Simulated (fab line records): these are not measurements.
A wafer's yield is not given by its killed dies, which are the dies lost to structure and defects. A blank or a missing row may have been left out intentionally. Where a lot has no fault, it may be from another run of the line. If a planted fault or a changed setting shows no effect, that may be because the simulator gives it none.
The same fault as seen by 2 desks ; flow gf180mcu ; each desk has only its own numbers; what lay behind them comes last

## THE METROLOGY DESK
What the gauges read, lot by lot, whatever tool the lot ran on: means of the sampled wafers that have a number. A lot is out of limits, marked OUT, if its mean lies more than 4 standard deviations from the usual mean; the brackets give that distance.
Columns: A = V5_W_RS at GF_V5_RS_MEAS_24, usual 0.329 ohm/sq; B = V5_W_THK at GF_V5_THK_MEAS_25, usual 341 nm; C = TOP_METAL_ALCU_RS at GF_TOP_METAL_RS_MEAS_05, usual 0.0331 ohm/sq; D = TOP_METAL_ALCU_THK at GF_TOP_METAL_THK_MEAS_06, usual 890 nm; E = cdNm at GF_TOP_METAL_CD_MEAS_14, usual 440.2 nm; F = TOP_METAL_OVL at GF_TOP_METAL_OVL_MEAS_15, usual 0.6 nm
lot;first seen here;A;B;C;D;E;F
L866;day 28 01:14;0.329;342;0.0335;877;443.1;1.4
L873;day 30 10:19;0.327;342;0.0328;894;436.7;0.8
L878;day 31 16:08;0.330;341;0.0329;891;440.4;0.7
L880;day 32 05:16;0.330;341;0.0327;893;439.8;0.6
L883;day 32 22:08;0.329;343;0.0331;888;441.0;-2.4
L886;day 33 14:13;0.330;341;0.0330;888;443.1;0.6
This desk's finding: nothing out of limits on any of the 6 lots.

## AT THE TOOL OWNER'S DESK: pvdSputter-03
The tool's own readings at GF_TOP_METAL_SPUTTER_04 (material TiN, target thk 25 nm, time 20.8 s): means of the sampled wafers that have a number, for each lot that ran on this tool. A lot is out of limits, marked OUT, if its mean lies more than 4 standard deviations from the usual mean; the brackets give that distance.
Columns: A = throttleValvePct at GF_TOP_METAL_SPUTTER_04, usual 29.6 %
lot;first seen here;A
L866;day 28 01:55;30.0
L878;day 31 16:49;30.3
L880;day 32 05:57;30.2
This desk's finding: nothing out of limits on any of the 3 lots.

## PUT TOGETHER
Nothing out of limits was seen by the metrology desk.
The desk of the tool owner found nothing out of limits.

## WHAT THE SIMULATOR PUT IN
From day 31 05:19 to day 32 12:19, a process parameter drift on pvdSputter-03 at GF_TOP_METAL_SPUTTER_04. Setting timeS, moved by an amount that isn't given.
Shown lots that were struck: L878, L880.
